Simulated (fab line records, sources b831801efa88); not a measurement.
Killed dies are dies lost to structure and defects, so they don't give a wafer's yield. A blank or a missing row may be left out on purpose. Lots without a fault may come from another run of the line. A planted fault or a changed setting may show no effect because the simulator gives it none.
Problem report in the 8D (eight disciplines) form, filled by code | flow sky130 | the parts of the form that need people (team, actions taken, sign-off) are left out

1. THE PROBLEM
CAPM_CVD_00_THK at SKY_CAPM_THK_MEAS_01 reads a mean of 13.71 nm on 3 wafers of 3 lots; wafers without a fault read 15.40 nm with a standard deviation of 0.19. That is -8.9 standard deviations from the usual mean.
First seen on wafer L145.3, day 40 11:55, on film_metro-04. The record holds 36 wafers of 12 lots with a number at this step. Rule for "out", or "out of limits": more than 4 standard deviations from the usual mean. The other wafers with a number count as sound.

2. WHAT IT IS AND WHAT IT IS NOT
question                    | is                           | is not
which readings at this step | CAPM_CVD_00_THK              | -
which lots                  | L145, L147, L149             | L137, L138, L139, L140, L141, L142, L153, L154, L155
which wafers of those lots  | L145.3, L147.6, L149.1       | L145.2, L145.6, L147.1, L147.5, L149.3, L149.5
read on which gauges        | film_metro-03, film_metro-04 | film_metro-02
when                        | from day 40 11:55            | up to then (20 sound wafers); but 13 sound wafers of L147, L149, L153, L154, L155 came after

3. SUSPECTS, AND WHAT RULES EACH OUT
Counting: a tool at a process step up to the reading stays a suspect if it ran every lot that is out. Sound lots after the first of them don't rule it out here, since some wafers of a struck lot are sound.
- the gauge at SKY_CAPM_THK_MEAS_01: ruled out. The wafers that are out were read on 2 gauges (film_metro-03, film_metro-04).
- pecvd-01 at SKY_CAPM_CVD_00 (deposits SiO2, target thk 15.5 nm): kept. It ran every lot that is out, first L145 (day 40 11:52); its last sound lot up to then is L141 (day 39 18:07).
- Within pecvd-01 at SKY_CAPM_CVD_00: the wafers that are out ran in chamber 0; their sound lot-mates ran in chambers 1, 2.
Left after counting: pecvd-01 at SKY_CAPM_CVD_00.

4. THE CAUSE (what the simulator had put in)
Site profile drift: pecvd-01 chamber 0, from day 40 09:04 on, at SKY_CAPM_CVD_00. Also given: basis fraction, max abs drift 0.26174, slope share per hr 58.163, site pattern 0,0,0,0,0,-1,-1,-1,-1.
Counting left only this tool.

5. THE CHAIN OF EFFECTS, in route order
Each row: a reading whose mean over the struck wafers that have a number lies more than 3 standard deviations from the usual. Only readings for which the record gives a usual standard deviation are gone through. hours: the time from each lot's start at the first step in this table that gives one to its start at this step, as a median over the lots. sigmas: the change in usual standard deviations.
hours | step                 | reading         | usual      | on struck wafers | change | sigmas
0     | SKY_CAPM_THK_MEAS_01 | CAPM_CVD_00_THK | 15.40 nm   | 13.71            | -1.69  | -8.9
48    | SKY_METAL3_ETCH_17   | oes_product_au  | 0.752 a.u. | 0.712            | -0.040 | -6.3
The process steps in it:
- SKY_METAL3_ETCH_17: etches SiO2 in C4F8/O2/Ar, stops on TiN, time 3.9 s, target depth 15 nm.
Later measuring or inspecting steps at which every struck wafer that the step has a row for has a number for every such reading, and none has moved that far: SKY_CAPM_OVL_MEAS_12.

6. WHAT WOULD HAVE CAUGHT IT SOONER
In this record the first reading out of limits at a measuring or inspecting step was taken at day 40 11:55, 3 hours after the fault began at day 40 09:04.
Of the tool readings at SKY_CAPM_CVD_00 for which the record gives a usual standard deviation, none was out on any struck wafer, so an alarm limit of 4 standard deviations on them would not have fired.
Of the lots that are out (3), L147, L149 began SKY_CAPM_CVD_00 on pecvd-01 after day 40 11:55. A hold on the tool at that time would have spared those 2.
